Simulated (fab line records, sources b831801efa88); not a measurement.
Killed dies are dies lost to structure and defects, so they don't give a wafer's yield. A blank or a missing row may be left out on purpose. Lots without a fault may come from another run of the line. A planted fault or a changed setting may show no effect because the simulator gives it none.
Chamber matching | flow gf180mcu | GF_SAB_CVD_00 on pecvd-04: 3 sister chambers
The step deposits SiO2 from TEOS, target thk 50 nm, time 5.087 s. 6 wafers are shown with their chamber, then 7 later ones without.

WAFERS WITH THEIR CHAMBER
wafer  | chamber | heater_power_outer_w (W) | heater_power_w (W)
L080.6 | 2       | 453                      | 714
L081.1 | 2       | 469                      | 722
L082.5 | 1       | 359                      | 645
L082.6 | 0       | 436                      | 704
L085.1 | 1       | 345                      | 611
L085.2 | 0       | 429                      | 704

WAFERS WITHOUT THEIR CHAMBER
wafer  | heater_power_outer_w (W) | heater_power_w (W)
L085.3 | 431                      | 677
L087.2 | 299                      | 538
L087.3 | 288                      | 550
L087.5 | 447                      | 709
L095.2 | 462                      | 712
L095.4 | 319                      | 575
L095.6 | 471                      | 724

WHICH CHAMBER EACH WENT THROUGH
wafer  | from the rows above     | in truth
L085.3 | 0                       | 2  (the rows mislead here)
L087.2 | 1                       | 1
L087.3 | 1                       | 1
L087.5 | can't be placed: 0 or 2 | 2
L095.2 | 2                       | 2
L095.4 | 1                       | 1
L095.6 | 2                       | 2
Placed correctly: 5 of 7. Can't be placed from these rows: 1 (the true chamber is among the candidates in 1). Placed wrongly: 1.
How it was worked out, from the rows above alone: a wafer's distance from a chamber is the root of the sum, over the readings, of the square of ((its reading less the chamber's mean) divided by the reading's scatter). The wafer belongs to the nearest chamber; if the next one is less than 2 further off, it can't be placed. A chamber's mean is the mean of its shown wafers. The scatter: the root of (the sum of the squares of (reading less its chamber's mean) over the shown wafers, divided by (wafers less chambers)).
